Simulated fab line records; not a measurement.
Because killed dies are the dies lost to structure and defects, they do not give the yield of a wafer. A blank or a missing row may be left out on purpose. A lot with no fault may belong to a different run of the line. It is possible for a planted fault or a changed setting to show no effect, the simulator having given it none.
Comparing a struck lot with a sound one -- flow gf180mcu -- 27 out of 602 route steps
Sound: wafers L173.1, L173.2, L173.3. Struck: wafers L174.2, L174.3, L174.4. The cause comes at the end.
At each step with rows: each side's tool, then ch and its chambers, then its first start. Under that, the readings that differ: sound wafers -- struck wafers -- difference of the means -- sigmas: that difference in standard deviations of wafers without a fault.
alike: readings with means less than 2 such deviations apart, plus words and numbers identical on both sides. not compared: withheld readings, readings lacking a value on some wafer, bounds such as >300 that could conceal the same value, and numbers that have no deviation in the record and whose values overlap.
Wherever a step has rows on one side only, a row that says differs or no value, or a row with sigmas, the two part there. When numbers do not overlap yet have no deviation, they are printed without sigmas and do not part them. A reading that every wafer of one side lacks parts them only if that side has two wafers or more.

first, 1 step without rows for these wafers: GF_MVPSD_IMPLANT_09.
GF_MVPSD_STRIP_10: strips in O2/N2.
  sound on plasma-asher-03 ch 0,1, day 6 04:16; struck on plasma-asher-03 ch 0,1, day 6 12:16
  alike: chamber-pressure-mTorr, drypump-motor-current-A, heater-power-w, oes-product-au, strip-time-to-endpoint-s
  not compared: rf-hours-counter-h
GF_MVPSD_TW_MEAS_11:
  sound on film-metro-02, day 6 04:22; struck on film-metro-03, day 6 12:22
  alike: MVPSD_TW
then, 7 steps without rows for these wafers: GF_VT_IMPLANT_DEHYDRATE_00 (time 60 s); GF_VT_IMPLANT_HMDS_01 (prime time 60 s); GF_VT_IMPLANT_COAT_02 (resist thk 1000 nm); GF_VT_IMPLANT_SOFTBAKE_03 (time 60 s); GF_VT_IMPLANT_EXPOSE_04 (exposes mask LVPWELL LV AREA, target cd 600 nm); GF_VT_IMPLANT_PEB_05; GF_VT_IMPLANT_DEVELOP_06 (develop time 60 s).
GF_VT_IMPLANT_OVL_MEAS_07:
  sound on overlay-02, day 6 19:15; struck on overlay-02, day 7 03:05
  alike: VT_IMPLANT_OVL
after that, 1 step had no rows for these wafers: GF_VT_IMPLANT_IMPLANT_08.
GF_VT_IMPLANT_STRIP_09: strips in O2/N2.
  sound on plasma-asher-02 ch 0,1, day 6 19:26; struck on plasma-asher-02 ch 0,1, day 7 03:16
  no value came back on the struck wafers for any of 5 readings (chamber-pressure-mTorr (mTorr), drypump-motor-current-A (A) and others); on the sound wafers chamber-pressure-mTorr (mTorr) reads 1499.0 1499.2 1499.5
reading,sound,struck,difference,sigmas
model.NOVOLAK_of_VT_IMPLANT_COAT_02.thk-nm (nm),0 0 0,1002 1002 1001,+1002,
  not compared: rf-hours-counter-h
GF_VT_IMPLANT_TW_MEAS_10:
  sound on film-metro-04, day 6 19:32; struck on film-metro-01, day 7 03:22
reading,sound,struck,difference,sigmas
VT_IMPLANT_TW,560 559 564,572 574 572,+12,+2
then, 7 steps without rows for these wafers: GF_VT_IMPLANT_DEHYDRATE_11 (time 60 s); GF_VT_IMPLANT_HMDS_12 (prime time 60 s); GF_VT_IMPLANT_COAT_13 (resist thk 1000 nm); GF_VT_IMPLANT_SOFTBAKE_14 (time 60 s); GF_VT_IMPLANT_EXPOSE_15 (exposes mask Nwell LV AREA, target cd 860 nm); GF_VT_IMPLANT_PEB_16; GF_VT_IMPLANT_DEVELOP_17 (develop time 60 s).
GF_VT_IMPLANT_OVL_MEAS_18:
  sound on overlay-02, day 7 11:00; struck on overlay-02, day 7 18:23
  alike: VT_IMPLANT_01_OVL
after that, 1 step had no rows for these wafers: GF_VT_IMPLANT_IMPLANT_19.
GF_VT_IMPLANT_STRIP_20: strips in O2/N2.
  sound on plasma-asher-04 ch 0,1, day 7 11:11; struck on plasma-asher-04 ch 0,1, day 7 18:34
reading,sound,struck,difference,sigmas
strip-time-to-endpoint-s (s),12.53 12.53 12.60,27.56 27.56 27.55,+15.00,+99 or more
  alike: chamber-pressure-mTorr, drypump-motor-current-A, heater-power-w, oes-product-au
  not compared: rf-hours-counter-h
GF_VT_IMPLANT_TW_MEAS_21:
  sound on film-metro-03, day 7 11:17; struck on film-metro-04, day 7 18:40
reading,sound,struck,difference,sigmas
VT_IMPLANT_2_TW,1219 1217 1222,30 30 30,-1189,-99 or more
then, 1 step without rows for these wafers: GF_VT_IMPLANT_DEHYDRATE_22 (time 60 s).
-- the record jumps here: 23 days lie between the struck wafers' starts before and after (it left off in module VT_IMPLANT and takes up again in module PASSIVATION, whose first step shown is number 602 of the route) --
GF_PASSIVATION_PROBE_99:
  rows exist in the record for the struck wafers here (prober-02, day 30 20:42), but not for the sound ones

## WHERE THEY PART
First at GF_VT_IMPLANT_STRIP_09; last, within this record, at GF_PASSIVATION_PROBE_99.

WHY: what the simulator had put in
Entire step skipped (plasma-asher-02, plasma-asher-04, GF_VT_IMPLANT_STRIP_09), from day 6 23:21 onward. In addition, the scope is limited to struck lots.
